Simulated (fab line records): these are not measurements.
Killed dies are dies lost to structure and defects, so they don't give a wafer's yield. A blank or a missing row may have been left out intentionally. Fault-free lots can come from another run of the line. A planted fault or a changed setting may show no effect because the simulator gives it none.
Which tool is to blame? + flow sky130 + 24 lots, 72 wafers sampled, at 3 steps of a route of 708

## WHAT THE GAUGES READ, wafer by wafer
SKY_LOCAL_INTERCONNECT_THK_MEAS_02: measures by xrf.
| lot  | measured     | on            | LOCAL_INTERCONNECT_TIN_THK (nm) |
|------|--------------|---------------|---------------------------------|
| L075 | day 29 22:31 | film-metro-01 | 99.5 101.4 100.4                |
| L074 | day 30 00:49 | film-metro-02 | 100.8 101.0 100.1               |
| L076 | day 30 10:53 | film-metro-01 | 99.6 100.2 99.3                 |
| L077 | day 30 14:46 | film-metro-01 | 101.2 100.9 100.7               |
| L078 | day 31 00:29 | film-metro-01 | 99.4 100.3 99.7                 |
| L079 | day 31 04:19 | film-metro-04 | 101.9 101.6 100.9               |
| L080 | day 31 14:02 | film-metro-02 | 99.7 98.8 98.8                  |
| L081 | day 31 17:22 | film-metro-02 | 99.0 100.0 100.6                |
| L082 | day 32 02:03 | film-metro-01 | 99.2 100.2 98.9                 |
| L083 | day 32 09:46 | film-metro-04 | 98.3 98.1 97.6                  |
| L084 | day 32 13:40 | film-metro-04 | 99.5 100.0 99.5                 |
| L085 | day 33 01:29 | film-metro-04 | 99.6 98.6 98.4                  |
| L086 | day 33 08:20 | film-metro-02 | 99.1 100.7 99.1                 |
| L087 | day 33 14:37 | film-metro-04 | 100.2 100.7 101.4               |
| L088 | day 34 04:26 | film-metro-01 | 100.2 100.5 99.9                |
| L089 | day 34 06:16 | film-metro-04 | 98.9 97.5 98.7                  |
| L090 | day 34 22:58 | film-metro-02 | 99.6 99.5 98.9                  |
| L091 | day 35 04:19 | film-metro-01 | 97.7 97.5 98.0                  |
| L093 | day 35 05:28 | film-metro-02 | 99.3 98.5 100.4                 |
| L092 | day 35 09:10 | film-metro-04 | 98.6 100.6 98.8                 |
| L094 | day 35 15:35 | film-metro-04 | 99.3 99.1 97.9                  |
| L095 | day 36 07:54 | film-metro-04 | 100.5 101.0 100.6               |
| L096 | day 36 15:23 | film-metro-01 | 99.3 99.9 99.0                  |
| L097 | day 37 02:04 | film-metro-02 | 99.5 99.6 100.3                 |

SKY_VIA1_BOW_MEAS_03.
| lot  | measured     | on            | VIA1_BOW (um) |
|------|--------------|---------------|---------------|
| L075 | day 33 12:14 | film-metro-03 | 75 92 88      |
| L074 | day 33 15:27 | film-metro-01 | 80 82 76      |
| L076 | day 34 01:59 | film-metro-02 | 64 77 67      |
| L077 | day 34 05:38 | film-metro-02 | 71 74 73      |
| L078 | day 34 14:44 | film-metro-01 | 75 77 78      |
| L079 | day 34 16:58 | film-metro-03 | 86 78 75      |
| L080 | day 35 04:40 | film-metro-02 | 84 74 67      |
| L081 | day 35 06:16 | film-metro-03 | 81 84 77      |
| L082 | day 35 15:46 | film-metro-03 | 67 73 76      |
| L083 | day 35 22:02 | film-metro-01 | 90 82 85      |
| L084 | day 36 03:33 | film-metro-01 | 78 78 82      |
| L085 | day 36 13:52 | film-metro-02 | 86 77 73      |
| L086 | day 36 19:28 | film-metro-02 | 82 92 86      |
| L087 | day 37 02:29 | film-metro-01 | 85 73 80      |
| L088 | day 37 14:37 | film-metro-01 | 57 78 87      |
| L089 | day 37 18:06 | film-metro-03 | 72 81 84      |
| L090 | day 38 09:02 | film-metro-01 | 87 76 88      |
| L091 | day 38 13:31 | film-metro-02 | 89 78 80      |
| L093 | day 38 16:46 | film-metro-02 | 80 76 93      |
| L092 | day 38 19:40 | film-metro-01 | 87 81 100     |
| L094 | day 39 01:07 | film-metro-01 | 84 83 86      |
| L095 | day 39 17:13 | film-metro-02 | 83 81 74      |
| L096 | day 40 01:24 | film-metro-01 | 66 84 90      |
| L097 | day 40 11:10 | film-metro-03 | 75 82 82      |

## EACH LOT AND THE TOOL THAT RAN IT (in order: tool; ch and the chambers of the sampled wafers; start)
| lot  | SKY_METAL1_SPUTTER_00        |
|------|------------------------------|
| L075 | pvd-sputter-01, day 32 08:32 |
| L074 | pvd-sputter-01, day 32 11:27 |
| L076 | pvd-sputter-03, day 32 21:29 |
| L077 | pvd-sputter-03, day 33 01:09 |
| L078 | pvd-sputter-01, day 33 10:12 |
| L079 | pvd-sputter-03, day 33 12:41 |
| L080 | pvd-sputter-01, day 34 00:09 |
| L081 | pvd-sputter-01, day 34 02:13 |
| L082 | pvd-sputter-03, day 34 11:30 |
| L083 | pvd-sputter-01, day 34 17:45 |
| L084 | pvd-sputter-01, day 34 23:40 |
| L085 | pvd-sputter-03, day 35 09:51 |
| L086 | pvd-sputter-01, day 35 16:39 |
| L087 | pvd-sputter-01, day 35 22:36 |
| L088 | pvd-sputter-03, day 36 11:04 |
| L089 | pvd-sputter-01, day 36 14:09 |
| L090 | pvd-sputter-03, day 37 06:07 |
| L091 | pvd-sputter-04, day 37 10:45 |
| L093 | pvd-sputter-01, day 37 12:58 |
| L092 | pvd-sputter-01, day 37 16:30 |
| L094 | pvd-sputter-04, day 37 21:45 |
| L095 | pvd-sputter-01, day 38 14:26 |
| L096 | pvd-sputter-01, day 38 22:48 |
| L097 | pvd-sputter-03, day 39 08:59 |
- SKY_METAL1_SPUTTER_00: material Ti, target thk 15 nm, time 10 s.

## WHAT THE TOOLS THEMSELVES READ (means of the sampled wafers that have a number; where no wafer has one, the mark that the record gives instead)
SKY_METAL1_SPUTTER_00.
| lot  | tool           | throttle-valve-pct (%) |
|------|----------------|------------------------|
| L075 | pvd-sputter-01 | 30.6                   |
| L074 | pvd-sputter-01 | 30.5                   |
| L076 | pvd-sputter-03 | 30.2                   |
| L077 | pvd-sputter-03 | 30.3                   |
| L078 | pvd-sputter-01 | 30.1                   |
| L079 | pvd-sputter-03 | 30.3                   |
| L080 | pvd-sputter-01 | 30.5                   |
| L081 | pvd-sputter-01 | 30.5                   |
| L082 | pvd-sputter-03 | 30.3                   |
| L083 | pvd-sputter-01 | 30.6                   |
| L084 | pvd-sputter-01 | 30.4                   |
| L085 | pvd-sputter-03 | 30.1                   |
| L086 | pvd-sputter-01 | 30.0                   |
| L087 | pvd-sputter-01 | 30.2                   |
| L088 | pvd-sputter-03 | 30.1                   |
| L089 | pvd-sputter-01 | 30.7                   |
| L090 | pvd-sputter-03 | 30.2                   |
| L091 | pvd-sputter-04 | 30.4                   |
| L093 | pvd-sputter-01 | 30.4                   |
| L092 | pvd-sputter-01 | 30.7                   |
| L094 | pvd-sputter-04 | 30.4                   |
| L095 | pvd-sputter-01 | 30.6                   |
| L096 | pvd-sputter-01 | 30.5                   |
| L097 | pvd-sputter-03 | 30.6                   |

## THE ANSWER, worked out from the rows above alone
Rule: what is usual is taken from the lots themselves. Put in order of their means at a reading, lots are off if they are a third of the lots or fewer, leave a main group of 4 or more, and stand apart from it by a gap of 3 or more times the standard deviation of the main group's means; of several such gaps the widest counts. A main group is skipped when, at the precision printed for the reading in the tables above, its means are all equal. Also off: a lot with no number at a reading for which 4 or more lots have one. Where the step has rows for the other lots, those lots are counted as sound. Order of review: gauges by route order, followed by the tools' own readings, for which a lot's mean as printed above is used. At the first step where some lot is off, the reading lying furthest off is the one used; lots without a number count as furthest.
Across all readings shown, no lot is off: no conclusion can be drawn from this.

## WHAT WAS PUT IN BY THE SIMULATOR
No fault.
